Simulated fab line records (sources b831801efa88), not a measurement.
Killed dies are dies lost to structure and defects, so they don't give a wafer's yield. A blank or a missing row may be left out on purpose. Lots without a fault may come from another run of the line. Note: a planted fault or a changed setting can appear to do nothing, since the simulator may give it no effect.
The same fault as seen by 2 desks    flow sky130    what lay behind the numbers comes last; until then each desk has only its own

AT THE TOOL OWNER'S DESK: litho track-02
The tool's own readings at SKY_GATE_OXIDE_COAT_05 (resist thk 1140 nm): means of the sampled wafers that have a number, for each lot that ran on this tool. If a lot's mean is further than 4 standard deviations from the usual mean, the lot is out of limits and carries the mark OUT (the distance appears in the brackets).
Columns: A = dispense pressure kPa at SKY_GATE_OXIDE_COAT_05, usual 48.9 kPa
lot   first seen here  A
L859  day 13 04:25     51.6
L865  day 15 11:04     51.6
L871  day 17 14:25     51.5
L874  day 18 19:48     51.6
L876  day 19 03:31     51.6
L882  day 21 19:55     51.6
Result from this desk: across the 6 lots, nothing is out of limits.

AT THE METROLOGY DESK
Lot by lot, what the gauges showed, no matter which tool ran the lot: averages of those sampled wafers that carry a number. If a lot's mean is further than 4 standard deviations from the usual mean, the lot is out of limits and carries the mark OUT (the distance appears in the brackets).
Columns: A = VT_ADJUST_PCH_OVL at SKY_VT_ADJUST_PCH_OVL_MEAS_07, usual -1.9 nm; B = cd nm at SKY_SONOS_ONO_CD_MEAS_13, usual 409.3 nm
lot   first seen here  A     B
L859  day 10 06:44     -1.4  406.9
L860  day 10 17:14     -0.1  411.8
L863  day 11 13:22     -2.6  407.5
L864  day 12 03:31     -1.9  407.6
L865  day 12 05:34     -2.5  411.3
L871  day 14 09:37     -1.8  407.7
L873  day 15 05:07     -0.9  413.5
L874  day 15 09:35     -4.6  408.2
L876  day 15 18:43     -1.1  410.2
L877  day 16 05:41     -1.3  408.8
L881  day 18 08:25     -2.3  409.6
L882  day 18 08:46     -2.0  407.0
Result from this desk: across the 12 lots, nothing is out of limits.

BROUGHT TOGETHER
The tool owner's desk saw nothing out of limits.
Nothing out of limits was seen by the metrology desk.

WHAT THE SIMULATOR PUT IN
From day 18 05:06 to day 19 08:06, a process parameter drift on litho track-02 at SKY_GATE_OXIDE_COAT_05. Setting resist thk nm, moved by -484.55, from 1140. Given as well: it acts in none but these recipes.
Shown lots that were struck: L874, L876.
